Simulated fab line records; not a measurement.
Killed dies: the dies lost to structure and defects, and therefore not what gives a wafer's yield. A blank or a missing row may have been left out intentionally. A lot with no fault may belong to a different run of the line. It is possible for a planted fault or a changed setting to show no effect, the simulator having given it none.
The same fault as seen by 2 desks | flow gf180mcu | what lay behind the numbers comes last; until then each desk has only its own

DESK OF THE TOOL OWNER: pecvd-01
The tool's own readings at GF_V1_CVD_02 (deposits SiO2 from TEOS, target thk 850 nm, time 94.851 s): means of the sampled wafers that have a number, for each lot that ran on this tool. The brackets show how far a lot's mean lies from the usual mean; more than 4 standard deviations puts the lot out of limits, marked OUT.
Columns: A = heaterPowerW at GF_V1_CVD_02, usual 684 W
lot  | first seen here | A
L444 | day 17 09:22    | 638
L452 | day 20 11:21    | 736
L453 | day 20 17:31    | 652
L456 | day 21 19:58    | 699
L464 | day 24 09:11    | 697
L465 | day 24 15:23    | 673
This desk found nothing out of limits on any of the 6 lots.

FROM THE METROLOGY DESK
What the gauges read, lot by lot, whatever tool the lot ran on: means of the sampled wafers that have a number. The brackets show how far a lot's mean lies from the usual mean; more than 4 standard deviations puts the lot out of limits, marked OUT.
Columns: A = CONTACT_CVD_02_THK at GF_CONTACT_THK_MEAS_03, usual 864 nm; B = V1_CVD_02_THK at GF_V1_THK_MEAS_03, usual 853 nm
lot  | first seen here | A   | B
L444 | day 15 10:04    | 868 | 850
L450 | day 17 07:15    | 861 | 863
L451 | day 17 21:43    | 871 | 857
L452 | day 18 07:52    | 857 | 850
L453 | day 18 14:28    | 870 | 842
L456 | day 19 16:47    | 839 | 835
L457 | day 19 19:50    | 858 | 856
L458 | day 20 11:26    | 868 | 857
L459 | day 20 18:06    | 865 | 862
L460 | day 21 06:16    | 859 | 840
L464 | day 22 08:56    | 853 | 852
L465 | day 22 15:11    | 862 | 856
This desk found nothing out of limits on any of the 12 lots.

PUT TOGETHER
Nothing out of limits was seen by the tool owner's desk.
Nothing out of limits was seen by the metrology desk.

WHAT THE SIMULATOR HAD INSERTED
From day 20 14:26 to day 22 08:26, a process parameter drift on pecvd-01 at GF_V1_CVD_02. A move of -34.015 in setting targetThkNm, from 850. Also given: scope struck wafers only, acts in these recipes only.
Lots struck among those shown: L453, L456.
